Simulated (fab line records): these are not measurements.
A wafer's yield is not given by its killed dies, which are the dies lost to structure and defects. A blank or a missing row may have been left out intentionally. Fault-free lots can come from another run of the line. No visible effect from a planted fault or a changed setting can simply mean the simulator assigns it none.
Matching of chambers | flow gf180mcu | 3 sister chambers for GF_PASSIVATION_CVD_02 on pecvd-01
The step deposits Si3N4, target thk 700 nm, time 486.18 s. 6 wafers are shown with their chamber, then 8 later ones without.

## WAFERS WITH THEIR CHAMBER
wafer  | chamber | heaterPowerW (W)
L084.2 | 0       | 733
L084.5 | 0       | 778
L084.6 | 1       | 677
L085.5 | 2       | 643
L085.6 | 1       | 581
L093.2 | 2       | 629

## WAFERS WITH NO CHAMBER GIVEN
wafer  | heaterPowerW (W)
L093.5 | 663
L093.6 | 705
L095.1 | 752
L095.2 | 611
L095.3 | 684
L095.4 | 667
L095.5 | 688
L095.6 | 766

## WHICH CHAMBER EACH WENT THROUGH
wafer  | from the rows above          | in truth
L093.5 | can't be placed: 2 or 1 or 0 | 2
L093.6 | can't be placed: 0 or 2 or 1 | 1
L095.1 | 0                            | 0
L095.2 | can't be placed: 1 or 2      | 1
L095.3 | can't be placed: 2 or 1 or 0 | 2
L095.4 | can't be placed: 2 or 1 or 0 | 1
L095.5 | can't be placed: 2 or 1 or 0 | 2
L095.6 | 0                            | 0
2 of 8 placed correctly. Unplaceable from these rows: 6, with the true chamber sitting among the candidates in 6. Placed wrongly: 0.
How it was worked out, from the rows above alone: a wafer's distance from a chamber is the root of the sum, over the readings, of the square of ((its reading less the chamber's mean) divided by the reading's scatter). If the next closest chamber is less than 2 further off than the closest, the wafer can't be placed; otherwise it belongs to the closest. A chamber's mean is the mean of its shown wafers. How the scatter is found: for the shown wafers, subtract from each reading the mean of its chamber, square and add these, divide the total by (wafers less chambers), then take the root.
